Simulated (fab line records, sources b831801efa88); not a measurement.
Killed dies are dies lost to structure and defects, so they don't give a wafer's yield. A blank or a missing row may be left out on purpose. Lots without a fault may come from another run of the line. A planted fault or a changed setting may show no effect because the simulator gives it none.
Problem report in the 8D (eight disciplines) form, filled by code | flow sky130 | the parts of the form that need people (team, actions taken, sign-off) are left out

1. THE PROBLEM
killed_at_contacts at SKY_PAD_OPEN_PROBE_99 reads a mean of 105 on 1 wafer of 1 lot; wafers without a fault read 24 with a standard deviation of 5.7. That is +14 standard deviations from the usual mean.
First seen on wafer L553.1, day 47 00:54, on prober-01. The record holds 39 wafers of 13 lots with a number at this step. Rule for "out", or "out of limits": more than 4 standard deviations from the usual mean. The other wafers with a number count as sound.

2. WHAT IT IS AND WHAT IT IS NOT
question                    | is                                             | is not
which readings at this step | killed_at_contacts, killed_dies, killed_on_rim | killed_at_M0_to_M3, killed_at_M4_up, killed_at_front_end, killed_at_other, killed_open, killed_short
which lots                  | L553                                           | L550, L551, L552, L554, L559, L565, L567, L568, L569, L570, L572, L573
which wafers of those lots  | L553.1                                         | L553.2, L553.6
read on which tools         | prober-01                                      | prober-02
when                        | from day 47 00:54                              | up to then (9 sound wafers); but 29 sound wafers of L553, L554, L559, L565, L567, L568, L569, L570, L572, L573 came after

3. SUSPECTS, AND WHAT RULES EACH OUT
Counting: a tool at a process step up to the reading stays a suspect if it ran every lot that is out. Sound lots after the first of them don't rule it out here, since some wafers of a struck lot are sound.
- cmp-02 at SKY_CONTACT_CMP_27 (polishes, stops on SiO2, t overpolish 15 s, target thk 0 nm): kept. It ran the lot that is out, L553 (day 33 01:49); its last sound lot up to then is L552 (day 32 23:20).
- pvd_sputter-01 at SKY_METAL2_SPUTTER_02 (material AlCu, target thk 250 nm, time 13.3 s): kept. It ran the lot that is out, L553 (day 35 10:33); its last sound lot up to then is L552 (day 35 08:50).
- cmp-02 at SKY_VIA3_CMP_02 (polishes SiO2): kept. It ran the lot that is out, L553 (day 40 00:14); its last sound lot up to then is L552 (day 39 20:44).
- prober-01 at SKY_PAD_OPEN_PROBE_99: kept. It ran the lot that is out, L553 (day 47 00:54); its last sound lot up to then is L551 (day 46 08:35). Its own readings are out on those wafers: killed_at_contacts, killed_dies, killed_on_rim.
- Within cmp-02 at SKY_CONTACT_CMP_27: the wafers that are out ran in chamber 2; their sound lot-mates ran in chambers 1, 3.
- Within cmp-02 at SKY_VIA3_CMP_02: the wafers that are out ran in chamber 1; their sound lot-mates ran in chambers 2, 3.
Left after counting: cmp-02 at SKY_CONTACT_CMP_27, pvd_sputter-01 at SKY_METAL2_SPUTTER_02, cmp-02 at SKY_VIA3_CMP_02, prober-01 at SKY_PAD_OPEN_PROBE_99.

4. THE CAUSE (what the simulator had put in)
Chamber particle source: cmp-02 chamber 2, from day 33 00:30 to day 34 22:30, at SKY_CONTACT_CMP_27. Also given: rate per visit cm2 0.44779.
Counting left 4 suspects, and this tool is among them.

5. THE CHAIN OF EFFECTS, in route order
Each row: a reading whose mean over the struck wafers that have a number lies more than 3 standard deviations from the usual. Only readings for which the record gives a usual standard deviation are gone through. hours: the time from each lot's start at the first step in this table that gives one to its start at this step, as a median over the lots. sigmas: the change in usual standard deviations.
hours | step                  | reading            | usual | on struck wafers | change | sigmas
0     | SKY_PAD_OPEN_PROBE_99 | killed_at_contacts | 24    | 105              | +81    | +14
0     | SKY_PAD_OPEN_PROBE_99 | killed_dies        | 87    | 169              | +82    | +8.2
0     | SKY_PAD_OPEN_PROBE_99 | killed_on_rim      | 17    | 35               | +18    | +4.6
The process steps in it:
- SKY_PAD_OPEN_PROBE_99

6. WHAT WOULD HAVE CAUGHT IT SOONER
In this record the first reading out of limits was taken at day 47 00:54, 336 hours after the fault began at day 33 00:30.
Of the tool readings at SKY_CONTACT_CMP_27 for which the record gives a usual standard deviation, none was out on any struck wafer, so an alarm limit of 4 standard deviations on them would not have fired.
All the lots that are out (1) had begun SKY_CONTACT_CMP_27 on cmp-02 by day 47 00:54. A hold on the tool at that time would have spared none of them.
